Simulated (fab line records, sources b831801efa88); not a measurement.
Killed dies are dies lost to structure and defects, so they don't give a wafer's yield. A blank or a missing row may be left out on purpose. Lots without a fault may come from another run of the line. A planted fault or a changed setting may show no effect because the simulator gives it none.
Chamber matching | flow sky130 | SKY_VIA4_ETCH_12 on rie_diel-01: 4 sister chambers
The step etches SiO2 in C4F8/O2/Ar, stops on TiN, target depth 580 nm. 14 wafers are shown with their chamber, then 7 later ones without.

WAFERS WITH THEIR CHAMBER
wafer  | chamber | oes_product_au (a.u.) | rf_fwd_power_W (W)
L737.1 | 0       | 0.927                 | 1492
L737.5 | 3       | 0.923                 | 1493
L737.6 | 0       | 0.925                 | 1490
L740.1 | 3       | 0.923                 | 1487
L740.2 | 2       | 0.916                 | 1487
L740.6 | 0       | 0.924                 | 1494
L742.1 | 1       | 0.927                 | 1499
L742.2 | 0       | 0.935                 | 1495
L742.4 | 3       | 0.924                 | 1491
L746.1 | 2       | 0.927                 | 1492
L746.2 | 3       | 0.927                 | 1483
L746.3 | 1       | 0.928                 | 1492
L748.1 | 0       | 0.923                 | 1490
L748.3 | 1       | 0.923                 | 1486

SIGNATURES (means of the wafers above)
reading        | chamber 0 | chamber 1 | chamber 2 | chamber 3 | scatter within a chamber
oes_product_au | 0.92680   | 0.92600   | 0.92150   | 0.92425   | 0.00422
rf_fwd_power_W | 1492.20   | 1492.33   | 1489.50   | 1488.50   | 4.21
Rule: a wafer's distance from a chamber is the root of the sum, over the readings, of the square of ((its reading less the chamber's mean) divided by the reading's scatter). The wafer belongs to the nearest chamber; if the next one is less than 2 further off, it can't be placed. The scatter: the root of (the sum of the squares of (reading less its chamber's mean) over the shown wafers, divided by (wafers less chambers)).

WAFERS WITHOUT THEIR CHAMBER
wafer  | oes_product_au (a.u.) | rf_fwd_power_W (W)
L748.5 | 0.935                 | 1491
L754.3 | 0.916                 | 1495
L754.4 | 0.926                 | 1487
L754.5 | 0.933                 | 1490
L755.1 | 0.922                 | 1488
L755.2 | 0.932                 | 1487
L755.3 | 0.922                 | 1484

WHICH CHAMBER EACH WENT THROUGH
wafer  | from the rows above               | in truth
L748.5 | can't be placed: 0 or 1 or 3 or 2 | 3
L754.3 | can't be placed: 2 or 1 or 3 or 0 | 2
L754.4 | can't be placed: 3 or 2 or 0 or 1 | 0
L754.5 | can't be placed: 0 or 1 or 3 or 2 | 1
L755.1 | can't be placed: 2 or 3 or 1 or 0 | 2
L755.2 | can't be placed: 0 or 3 or 1 or 2 | 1
L755.3 | can't be placed: 3 or 2 or 1 or 0 | 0
Placed correctly: 0 of 7. Can't be placed from these rows: 7 (the true chamber is among the candidates in 7). Placed wrongly: 0.
